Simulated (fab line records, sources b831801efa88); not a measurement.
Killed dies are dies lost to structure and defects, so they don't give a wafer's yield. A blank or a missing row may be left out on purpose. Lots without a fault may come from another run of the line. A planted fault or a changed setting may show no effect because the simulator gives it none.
Chamber matching | flow sky130 | SKY_VIA3_ETCH_14 on rie_diel-01: 4 sister chambers
The step etches BARC in N2/H2, stops on SiO2, time 45.9 s, target depth 60 nm. 18 wafers are shown with their chamber, then 9 later ones without.

WAFERS WITH THEIR CHAMBER
wafer  | chamber | drypump_motor_current_A (A) | throttle_valve_pct (%) | oes_product_au (a.u.)
L077.1 | 3       | 5.4                         | 13.227                 | 0.855
L077.2 | 1       | 5.5                         | 13.209                 | 0.858
L077.5 | 1       | 5.5                         | 13.208                 | 0.845
L075.1 | 3       | 5.5                         | 13.219                 | 0.857
L075.2 | 1       | 5.5                         | 13.229                 | 0.847
L075.3 | 2       | 6.2                         | 13.227                 | 0.855
L075.4 | 0       | 5.8                         | 13.228                 | 0.854
L075.5 | 0       | 5.8                         | 13.223                 | 0.855
L075.6 | 3       | 5.4                         | 13.244                 | 0.853
L078.2 | 2       | 6.2                         | 13.218                 | 0.865
L078.3 | 0       | 5.8                         | 13.239                 | 0.854
L078.4 | 1       | 5.5                         | 13.211                 | 0.861
L083.1 | 3       | 5.5                         | 13.224                 | 0.863
L083.4 | 1       | 5.5                         | 13.215                 | 0.851
L083.6 | 3       | 5.5                         | 13.231                 | 0.850
L084.1 | 1       | 5.5                         | 13.231                 | 0.854
L084.2 | 0       | 5.8                         | 13.224                 | 0.845
L084.3 | 2       | 6.2                         | 13.218                 | 0.855

SIGNATURES (means of the wafers above)
reading                 | chamber 0 | chamber 1 | chamber 2 | chamber 3 | scatter within a chamber
drypump_motor_current_A | 5.800     | 5.500     | 6.200     | 5.460     | 0.0293
throttle_valve_pct      | 13.22850  | 13.21717  | 13.22100  | 13.22900  | 0.00886
oes_product_au          | 0.85200   | 0.85267   | 0.85833   | 0.85560   | 0.00549
Rule: a wafer's distance from a chamber is the root of the sum, over the readings, of the square of ((its reading less the chamber's mean) divided by the reading's scatter). The wafer belongs to the nearest chamber; if the next one is less than 2 further off, it can't be placed. The scatter: the root of (the sum of the squares of (reading less its chamber's mean) over the shown wafers, divided by (wafers less chambers)).

WAFERS WITHOUT THEIR CHAMBER
wafer  | drypump_motor_current_A (A) | throttle_valve_pct (%) | oes_product_au (a.u.)
L084.4 | 5.5                         | 13.226                 | 0.856
L084.5 | 5.5                         | 13.215                 | 0.843
L084.6 | 6.2                         | 13.232                 | 0.853
L090.1 | 6.1                         | 13.234                 | 0.847
L090.2 | 5.8                         | 13.227                 | 0.850
L090.6 | 6.1                         | 13.218                 | 0.851
L094.1 | 6.1                         | 13.211                 | 0.862
L094.2 | 5.8                         | 13.225                 | 0.853
L094.6 | 6.1                         | 13.226                 | 0.854

WHICH CHAMBER EACH WENT THROUGH
wafer  | from the rows above     | in truth
L084.4 | can't be placed: 1 or 3 | 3
L084.5 | can't be placed: 1 or 3 | 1
L084.6 | 2                       | 2
L090.1 | 2                       | 2
L090.2 | 0                       | 0
L090.6 | 2                       | 2
L094.1 | 2                       | 2
L094.2 | 0                       | 0
L094.6 | 2                       | 2
Placed correctly: 7 of 9. Can't be placed from these rows: 2 (the true chamber is among the candidates in 2). Placed wrongly: 0.
